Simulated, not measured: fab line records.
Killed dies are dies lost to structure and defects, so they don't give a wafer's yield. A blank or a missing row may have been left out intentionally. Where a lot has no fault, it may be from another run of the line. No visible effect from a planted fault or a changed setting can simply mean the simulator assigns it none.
8D (eight disciplines) problem report, filled in by code -- flow sky130 -- the parts of the form that need people (team, actions taken, sign-off) are left out

1. PROBLEM STATEMENT
On 2 wafers of 1 lot, heater_power_total_W at SKY_DNWELL_DEHYDRATE_00 has a mean of 169.79 W; fault-free wafers read 160.38 W, standard deviation 0.12. That puts it +78 standard deviations away from the usual mean.
The step: time 60 s.
First observed at day 7 04:59: wafer L748.5, on litho_track-04. At this step, 36 wafers from 12 lots have a number in the record. By rule, "out" or "out of limits" means more than 4 standard deviations away from the usual mean. The other wafers with a number count as sound.

2. WHAT IT IS; WHAT IT IS NOT
question,is,is not
which readings at this step,"heater_power_total_W, run_length_s",chill_plate_temp_C
which lots,L748,"L730, L732, L733, L735, L736, L737, L738, L739, L740, L741, L747"
which wafers of those lots,"L748.5, L748.6",L748.1
read on which tools,litho_track-04,"litho_track-01, litho_track-03"
when,from day 7 04:59,up to then (34 sound wafers)

3. THE SUSPECTS, EACH WITH WHAT RULES IT OUT
Counting: any tool at a process step up to the reading remains a suspect provided it ran every lot that is out. Sound lots after the first of them don't rule it out here, since some wafers of a struck lot are sound.
- litho_track-04 at SKY_DNWELL_DEHYDRATE_00 (time 60 s): kept. It processed L748, the lot that is out, at day 7 04:59, and its most recent sound lot before then was L741 at day 5 18:16. Its own readings are out on those wafers: heater_power_total_W, run_length_s.
The count leaves litho_track-04 at SKY_DNWELL_DEHYDRATE_00.

4. THE CAUSE (what the simulator had put in)
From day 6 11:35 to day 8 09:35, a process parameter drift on litho_track-04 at SKY_DNWELL_DEHYDRATE_00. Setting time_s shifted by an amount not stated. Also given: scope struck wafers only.
After counting, this tool was the only one left.

5. SEQUENCE OF EFFECTS, ordered by route
Each row: a reading where the mean over the struck wafers with a number is more than 3 standard deviations away from the usual. Only readings for which the record gives a usual standard deviation are gone through. hours: the time from each lot's start at the first step in this table that gives one to its start at this step, as a median over the lots. sigmas: the change in usual standard deviations.
hours,step,reading,usual,on struck wafers,change,sigmas
0,SKY_DNWELL_DEHYDRATE_00,heater_power_total_W,160.38 W,169.79,+9.41,+78
0,SKY_DNWELL_DEHYDRATE_00,run_length_s,89.34 s,79.98,-9.36,-47
Its process steps:
- SKY_DNWELL_DEHYDRATE_00: time 60 s.
At these later measuring or inspecting steps, every struck wafer for which the step has a row has a number for every such reading, and none has moved that far: SKY_NWELL_RS_MEAS_29.

6. WHAT WOULD HAVE CAUGHT IT SOONER
In this record the first reading out of limits was taken at day 7 04:59, 17 hours after the fault began at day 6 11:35.
